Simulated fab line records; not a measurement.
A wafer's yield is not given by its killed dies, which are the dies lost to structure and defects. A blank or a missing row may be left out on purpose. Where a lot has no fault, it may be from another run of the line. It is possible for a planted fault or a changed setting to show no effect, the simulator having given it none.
Which tool was responsible? + flow gf180mcu + 24 lots, 72 wafers sampled, at 5 steps of a route of 602

== WHAT THE GAUGES READ, wafer by wafer ==
GF_V2_CD_MEAS_14: the cd target is 260 nm.
| lot  | measured     | on        | cd-nm (nm)        |
|------|--------------|-----------|-------------------|
| L074 | day 20 12:43 | cd-sem-02 | 260.7 261.2 260.7 |
| L075 | day 20 18:58 | cd-sem-02 | 259.7 259.8 258.9 |
| L076 | day 21 08:14 | cd-sem-02 | 260.8 260.4 261.1 |
| L077 | day 21 10:16 | cd-sem-02 | 260.2 261.0 259.8 |
| L079 | day 22 06:52 | cd-sem-02 | 259.8 259.6 259.3 |
| L078 | day 22 10:40 | cd-sem-01 | 258.7 259.4 259.8 |
| L080 | day 22 14:21 | cd-sem-01 | 261.4 261.0 260.6 |
| L081 | day 23 03:00 | cd-sem-01 | 257.7 258.9 258.3 |
| L082 | day 23 06:01 | cd-sem-02 | 261.8 260.3 262.1 |
| L083 | day 23 23:50 | cd-sem-02 | 259.9 261.8 260.5 |
| L084 | day 24 06:39 | cd-sem-02 | 259.9 260.5 259.9 |
| L085 | day 24 14:10 | cd-sem-02 | 262.4 261.8 261.4 |
| L086 | day 24 18:02 | cd-sem-02 | 260.8 260.1 261.7 |
| L087 | day 25 08:24 | cd-sem-01 | 260.8 261.2 261.3 |
| L088 | day 25 17:11 | cd-sem-01 | 257.9 258.1 259.0 |
| L089 | day 26 00:48 | cd-sem-01 | 262.5 262.3 262.1 |
| L090 | day 26 02:04 | cd-sem-01 | 260.8 261.4 261.1 |
| L091 | day 26 11:23 | cd-sem-01 | 258.4 258.2 257.3 |
| L092 | day 26 19:09 | cd-sem-01 | 258.4 259.9 260.2 |
| L093 | day 27 00:25 | cd-sem-02 | 260.3 260.3 258.9 |
| L094 | day 27 11:41 | cd-sem-02 | 259.3 259.9 259.3 |
| L095 | day 27 11:58 | cd-sem-01 | 261.0 261.2 261.2 |
| L096 | day 27 20:48 | cd-sem-01 | 258.2 259.8 258.6 |
| L097 | day 27 23:45 | cd-sem-01 | 259.3 259.7 260.6 |

GF_V2_OVL_MEAS_15.
| lot  | measured     | on         | V2_OVL (nm) |
|------|--------------|------------|-------------|
| L074 | day 20 12:50 | overlay-01 | 9 -1 5      |
| L075 | day 20 19:05 | overlay-02 | 5 2 15      |
| L076 | day 21 08:20 | overlay-02 | 5 9 6       |
| L077 | day 21 10:23 | overlay-02 | -5 5 -2     |
| L079 | day 22 06:56 | overlay-01 | -11 -3 -3   |
| L078 | day 22 10:47 | overlay-02 | 0 3 3       |
| L080 | day 22 14:28 | overlay-02 | -7 -2 2     |
| L081 | day 23 03:07 | overlay-02 | 7 0 -1      |
| L082 | day 23 06:08 | overlay-01 | 6 2 1       |
| L083 | day 23 23:57 | overlay-02 | -7 -6 3     |
| L084 | day 24 06:46 | overlay-02 | 5 4 5       |
| L085 | day 24 14:16 | overlay-01 | 0 4 6       |
| L086 | day 24 18:09 | overlay-02 | 3 2 10      |
| L087 | day 25 08:31 | overlay-02 | -3 1 -7     |
| L088 | day 25 17:18 | overlay-01 | 7 6 5       |
| L089 | day 26 00:54 | overlay-02 | 2 -4 -4     |
| L090 | day 26 02:11 | overlay-01 | 12 5 2      |
| L091 | day 26 11:29 | overlay-02 | 5 2 4       |
| L092 | day 26 19:16 | overlay-01 | -4 0 -2     |
| L093 | day 27 00:29 | overlay-02 | 6 14 0      |
| L094 | day 27 11:48 | overlay-01 | -2 -3 -1    |
| L095 | day 27 12:05 | overlay-02 | -5 3 -3     |
| L096 | day 27 20:55 | overlay-02 | -2 2 -2     |
| L097 | day 27 23:52 | overlay-02 | 4 4 -6      |

GF_MIM_THK_MEAS_06.
| lot  | measured     | on            | MIM_CVD_05_THK (nm) |
|------|--------------|---------------|---------------------|
| L074 | day 24 18:12 | film-metro-03 | 41.8 42.9 42.7      |
| L075 | day 24 23:38 | film-metro-02 | 41.8 42.4 42.1      |
| L076 | day 25 11:07 | film-metro-01 | 41.9 42.9 42.2      |
| L077 | day 25 15:15 | film-metro-01 | 41.3 41.1 42.0      |
| L079 | day 26 08:32 | film-metro-02 | 41.5 42.1 41.9      |
| L078 | day 26 11:04 | film-metro-03 | 41.2 41.3 41.8      |
| L080 | day 26 13:38 | film-metro-03 | 41.2 42.6 41.7      |
| L081 | day 27 02:50 | film-metro-02 | 41.9 41.3 42.9      |
| L082 | day 27 07:25 | film-metro-01 | 41.2 41.2 42.0      |
| L083 | day 27 21:07 | film-metro-02 | 41.5 41.8 42.3      |
| L084 | day 28 03:13 | film-metro-02 | 42.3 42.1 43.2      |
| L085 | day 28 09:10 | film-metro-03 | 41.9 42.6 42.9      |
| L086 | day 28 12:34 | film-metro-01 | 42.3 42.7 42.6      |
| L087 | day 29 03:10 | film-metro-03 | 42.2 41.8 41.9      |
| L088 | day 29 10:12 | film-metro-01 | 41.6 41.3 42.0      |
| L089 | day 29 15:28 | film-metro-02 | 41.6 42.1 42.3      |
| L090 | day 29 18:20 | film-metro-02 | 41.7 41.7 42.2      |
| L091 | day 30 02:43 | film-metro-01 | 42.0 42.7 42.2      |
| L092 | day 30 08:47 | film-metro-01 | 40.8 42.2 42.0      |
| L093 | day 30 14:29 | film-metro-01 | 42.4 41.6 42.8      |
| L094 | day 31 00:08 | film-metro-01 | 41.8 41.5 41.6      |
| L095 | day 31 00:29 | film-metro-01 | 40.9 42.3 41.6      |
| L096 | day 31 08:17 | film-metro-01 | 42.0 41.3 42.7      |
| L097 | day 31 10:21 | film-metro-03 | 41.7 43.2 42.9      |

== WHAT TOOL EACH LOT RAN ON (gives the tool, then ch and the chambers of the sampled wafers, and finally the start) ==
| lot  | GF_V1_CMP_26                  | GF_MIM_SPUTTER_03            |
|------|-------------------------------|------------------------------|
| L074 | cmp-02 ch 0,1,3, day 18 10:11 | pvd-sputter-01, day 24 18:06 |
| L075 | cmp-02 ch 0,2, day 18 16:12   | pvd-sputter-03, day 24 23:32 |
| L076 | cmp-01 ch 0,2,3, day 19 05:48 | pvd-sputter-04, day 25 11:01 |
| L077 | cmp-02 ch 0,1,2, day 19 07:49 | pvd-sputter-03, day 25 15:09 |
| L079 | cmp-01 ch 0,1,2, day 20 05:07 | pvd-sputter-04, day 26 08:24 |
| L078 | cmp-02 ch 1,2,3, day 20 08:44 | pvd-sputter-01, day 26 10:58 |
| L080 | cmp-02 ch 0,2,3, day 20 13:15 | pvd-sputter-01, day 26 13:31 |
| L081 | cmp-01 ch 0,1,2, day 20 22:01 | pvd-sputter-01, day 27 02:43 |
| L082 | cmp-02 ch 1,3, day 21 06:01   | pvd-sputter-03, day 27 07:19 |
| L083 | cmp-01 ch 0,1,3, day 21 23:53 | pvd-sputter-03, day 27 21:02 |
| L084 | cmp-02 ch 1,3, day 22 06:37   | pvd-sputter-04, day 28 03:06 |
| L085 | cmp-02 ch 2,3, day 22 16:03   | pvd-sputter-01, day 28 09:03 |
| L086 | cmp-02 ch 0,1,3, day 22 19:11 | pvd-sputter-03, day 28 12:29 |
| L087 | cmp-02 ch 0,1,2, day 23 09:55 | pvd-sputter-01, day 29 03:04 |
| L088 | cmp-02 ch 0,1,3, day 23 18:27 | pvd-sputter-03, day 29 10:06 |
| L089 | cmp-02 ch 2,3, day 24 03:10   | pvd-sputter-03, day 29 15:21 |
| L090 | cmp-02 ch 1,2,3, day 24 03:56 | pvd-sputter-01, day 29 18:14 |
| L091 | cmp-01 ch 0,1,2, day 24 14:37 | pvd-sputter-04, day 30 02:37 |
| L092 | cmp-02 ch 2,3, day 24 22:31   | pvd-sputter-03, day 30 08:41 |
| L093 | cmp-01 ch 0,1, day 25 03:35   | pvd-sputter-01, day 30 14:22 |
| L094 | cmp-01 ch 0,2,3, day 25 16:29 | pvd-sputter-04, day 31 00:02 |
| L095 | cmp-02 ch 0,2,3, day 25 16:52 | pvd-sputter-01, day 31 00:22 |
| L096 | cmp-02 ch 2,3, day 26 01:56   | pvd-sputter-04, day 31 08:11 |
| L097 | cmp-02 ch 2,3, day 26 05:02   | pvd-sputter-04, day 31 10:15 |
- GF_V1_CMP_26: polishes, stops on SiO2, t overpolish 15 s, target thk 0 nm.
- GF_MIM_SPUTTER_03: material Ti, target thk 10 nm, time 6.7 s.

== WHAT THE TOOLS THEMSELVES READ (means of the sampled wafers that have a number; where no wafer has one, the mark that the record gives instead) ==
GF_V1_CMP_26.
| lot  | tool   | head-pressure-psi (psi) | motor-current-A (A) | overpolish-run-s (s) | slurry-flow-ml-min | time-to-endpoint-s (s) |
|------|--------|-------------------------|---------------------|----------------------|--------------------|------------------------|
| L074 | cmp-02 | 3.507                   | 11.3                | 14.988               | 149.4              | 78                     |
| L075 | cmp-02 | 3.506                   | 10.3                | 14.997               | 149.9              | 80                     |
| L076 | cmp-01 | 3.495                   | 12.1                | 15.002               | 150.5              | 89                     |
| L077 | cmp-02 | 3.508                   | 11.2                | 15.000               | 150.2              | 84                     |
| L079 | cmp-01 | 3.496                   | 11.9                | 14.997               | 150.1              | 89                     |
| L078 | cmp-02 | 3.508                   | 11.8                | 14.999               | 149.9              | 86                     |
| L080 | cmp-02 | 3.498                   | 11.0                | 15.009               | 149.7              | 81                     |
| L081 | cmp-01 | 3.500                   | 11.9                | 14.994               | 150.3              | 86                     |
| L082 | cmp-02 | 3.494                   | 12.0                | 15.003               | 149.8              | 82                     |
| L083 | cmp-01 | 3.506                   | 11.6                | 14.989               | 149.9              | 84                     |
| L084 | cmp-02 | 3.499                   | 11.7                | 15.003               | 150.2              | 80                     |
| L085 | cmp-02 | 3.501                   | 11.1                | 14.996               | 150.0              | 82                     |
| L086 | cmp-02 | 3.494                   | 11.4                | 14.999               | 150.3              | 79                     |
| L087 | cmp-02 | 3.503                   | 11.2                | 14.999               | 150.0              | 83                     |
| L088 | cmp-02 | 3.501                   | 11.4                | 14.999               | 150.0              | 81                     |
| L089 | cmp-02 | 3.501                   | 11.3                | 15.007               | 149.9              | 76                     |
| L090 | cmp-02 | 3.504                   | 12.0                | 14.999               | 149.8              | 79                     |
| L091 | cmp-01 | 3.502                   | 11.5                | 14.998               | 150.0              | 83                     |
| L092 | cmp-02 | 3.504                   | 11.0                | 14.994               | 149.7              | 83                     |
| L093 | cmp-01 | 3.499                   | 11.9                | 15.000               | 149.9              | 87                     |
| L094 | cmp-01 | 3.498                   | 12.3                | 14.992               | 149.6              | 81                     |
| L095 | cmp-02 | 3.501                   | 10.9                | 14.992               | 150.5              | 81                     |
| L096 | cmp-02 | 3.513                   | 11.3                | 14.998               | 149.8              | 81                     |
| L097 | cmp-02 | 3.509                   | 11.1                | 14.996               | 149.5              | 83                     |

GF_MIM_SPUTTER_03.
| lot  | tool           | throttle-valve-pct (%) |
|------|----------------|------------------------|
| L074 | pvd-sputter-01 | 30.5                   |
| L075 | pvd-sputter-03 | 30.6                   |
| L076 | pvd-sputter-04 | 29.2                   |
| L077 | pvd-sputter-03 | 30.5                   |
| L079 | pvd-sputter-04 | 28.9                   |
| L078 | pvd-sputter-01 | 30.2                   |
| L080 | pvd-sputter-01 | 30.4                   |
| L081 | pvd-sputter-01 | 30.0                   |
| L082 | pvd-sputter-03 | 30.1                   |
| L083 | pvd-sputter-03 | 30.4                   |
| L084 | pvd-sputter-04 | 29.4                   |
| L085 | pvd-sputter-01 | 29.8                   |
| L086 | pvd-sputter-03 | 31.1                   |
| L087 | pvd-sputter-01 | 30.5                   |
| L088 | pvd-sputter-03 | 30.5                   |
| L089 | pvd-sputter-03 | 29.9                   |
| L090 | pvd-sputter-01 | 30.7                   |
| L091 | pvd-sputter-04 | 29.4                   |
| L092 | pvd-sputter-03 | 30.6                   |
| L093 | pvd-sputter-01 | 30.6                   |
| L094 | pvd-sputter-04 | 28.9                   |
| L095 | pvd-sputter-01 | 30.5                   |
| L096 | pvd-sputter-04 | 29.0                   |
| L097 | pvd-sputter-04 | 29.2                   |

== THE ANSWER, worked out from the rows above alone ==
Rule: the lots themselves supply what counts as usual. Put in order of their means at a reading, lots are off if they are a third of the lots or fewer, leave a main group of 4 or more, and stand apart from it by a gap of 3 or more times the standard deviation of the main group's means; of several such gaps the widest counts. A main group is skipped when, at the precision printed for the reading in the tables above, its means are all equal. Also off: a lot with no number at a reading for which 4 or more lots have one. Any other lot the step has rows for is counted as sound. Order of review: gauges by route order, followed by the tools' own readings, for which a lot's mean as printed above is used. The first step at which some lot is off is used, and at that step the reading that is off furthest; a lot without a number counts as furthest.
No lot is off at any reading shown: from this, nothing can be told.

== WHAT WAS PUT IN BY THE SIMULATOR ==
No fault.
